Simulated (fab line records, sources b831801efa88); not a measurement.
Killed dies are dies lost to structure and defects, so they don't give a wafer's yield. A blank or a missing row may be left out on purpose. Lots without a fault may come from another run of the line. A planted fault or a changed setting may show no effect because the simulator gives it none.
Which tool did it? | flow gf180mcu | 15 lots, 45 wafers sampled, at 3 steps of a route of 602

WHAT THE GAUGES READ, wafer by wafer
GF_V5_THK_MEAS_03.
lot  | measured     | on            | V5_CVD_02_THK (nm)
L900 | day 26 03:32 | film_metro-01 | 1490 1476 1481
L901 | day 26 05:18 | film_metro-01 | 1438 1437 1442
L902 | day 26 20:04 | film_metro-02 | 1446 1452 1481
L903 | day 27 04:36 | film_metro-04 | 1446 1449 1447
L904 | day 27 13:49 | film_metro-02 | 1449 1449 1480
L905 | day 27 19:08 | film_metro-02 | 1448 1438 1445
L906 | day 28 06:25 | film_metro-04 | 1426 1475 1485
L908 | day 28 22:14 | film_metro-02 | 1446 1449 1443
L909 | day 28 23:37 | film_metro-04 | 1451 1445 1481
L910 | day 29 09:57 | film_metro-01 | 1447 1489 1467
L911 | day 29 12:40 | film_metro-01 | 1453 1464 1450
L912 | day 30 06:00 | film_metro-04 | 1439 1478 1453
L920 | day 32 10:01 | film_metro-04 | 1428 1460 1464
L921 | day 32 14:23 | film_metro-01 | 1471 1508 1481
L922 | day 32 15:47 | film_metro-04 | 1420 1442 1433

GF_V5_CD_MEAS_14: target cd 260 nm.
lot  | measured     | on        | cd_nm (nm)
L900 | day 27 00:35 | cd_sem-01 | 258.5 258.4 260.8
L901 | day 27 02:40 | cd_sem-01 | 261.1 260.9 262.6
L902 | day 27 16:26 | cd_sem-01 | 261.2 261.2 261.0
L903 | day 28 01:13 | cd_sem-01 | 260.8 260.5 260.6
L904 | day 28 09:47 | cd_sem-01 | 260.5 260.5 259.8
L905 | day 28 15:23 | cd_sem-01 | 258.2 258.1 258.0
L906 | day 29 03:50 | cd_sem-02 | 261.4 260.1 260.1
L908 | day 29 16:26 | cd_sem-02 | 261.0 260.4 261.2
L909 | day 29 18:19 | cd_sem-01 | 256.5 256.7 258.8
L910 | day 30 04:55 | cd_sem-01 | 259.6 260.0 259.3
L911 | day 30 07:59 | cd_sem-02 | 257.7 259.0 259.1
L912 | day 31 00:20 | cd_sem-02 | 260.9 260.0 259.9
L920 | day 33 03:05 | cd_sem-01 | 258.7 258.2 258.0
L921 | day 33 06:25 | cd_sem-02 | 260.6 260.2 260.6
L922 | day 33 08:44 | cd_sem-01 | 258.9 260.6 258.8

GF_TOP_METAL_RS_MEAS_05: measures by four-point-probe.
lot  | measured     | on            | TOP_METAL_ALCU_RS (ohm/sq)
L900 | day 27 02:21 | film_metro-03 | 0.0325 0.0326 0.0324
L901 | day 27 04:29 | film_metro-03 | 0.0330 0.0326 0.0327
L902 | day 27 18:29 | film_metro-02 | 0.0329 0.0324 0.0326
L903 | day 28 02:59 | film_metro-04 | 0.0332 0.0330 0.0332
L904 | day 28 11:32 | film_metro-02 | 0.0333 0.0334 0.0335
L905 | day 28 17:10 | film_metro-02 | 0.0328 0.0328 0.0330
L906 | day 29 05:59 | film_metro-03 | 0.0334 0.0331 0.0333
L908 | day 29 18:26 | film_metro-02 | 0.0328 0.0328 0.0327
L909 | day 29 20:29 | film_metro-02 | 0.0326 0.0324 0.0325
L910 | day 30 07:03 | film_metro-02 | 0.0334 0.0338 0.0332
L911 | day 30 09:47 | film_metro-02 | 0.0332 0.0327 0.0329
L912 | day 31 02:07 | film_metro-04 | 0.0327 0.0333 0.0332
L920 | day 33 04:53 | film_metro-04 | 0.0326 0.0330 0.0325
L921 | day 33 08:13 | film_metro-04 | 0.0333 0.0329 0.0326
L922 | day 33 10:29 | film_metro-03 | 0.0332 0.0334 0.0331

WHICH TOOL RAN EACH LOT (tool, then ch and the chambers of the sampled wafers, then the start)
The record holds no process step before these readings.

WHAT THE TOOLS THEMSELVES READ (means of the sampled wafers that have a number; where no wafer has one, the mark that the record gives instead)
The record holds no such reading with a usual standard deviation.

THE ANSWER, worked out from the rows above alone
Rule: what is usual is taken from the lots themselves. Put in order of their means at a reading, lots are off if they are a third of the lots or fewer, leave a main group of 4 or more, and stand apart from it by a gap of 3 or more times the standard deviation of the main group's means; of several such gaps the widest counts. A main group whose means are all the same, to the digits that the tables above print for the reading, isn't used. A lot without any number at a reading at which 4 lots or more have one is off too. The other lots that the step has rows for count as sound. The gauges are gone through in route order, then the tools' own readings, and for those a lot's mean is taken as printed above. The first step at which some lot is off is used, and at that step the reading that is off furthest; a lot without a number counts as furthest.
No lot is off at any reading shown: from this, nothing can be told.

WHAT THE SIMULATOR HAD PUT IN
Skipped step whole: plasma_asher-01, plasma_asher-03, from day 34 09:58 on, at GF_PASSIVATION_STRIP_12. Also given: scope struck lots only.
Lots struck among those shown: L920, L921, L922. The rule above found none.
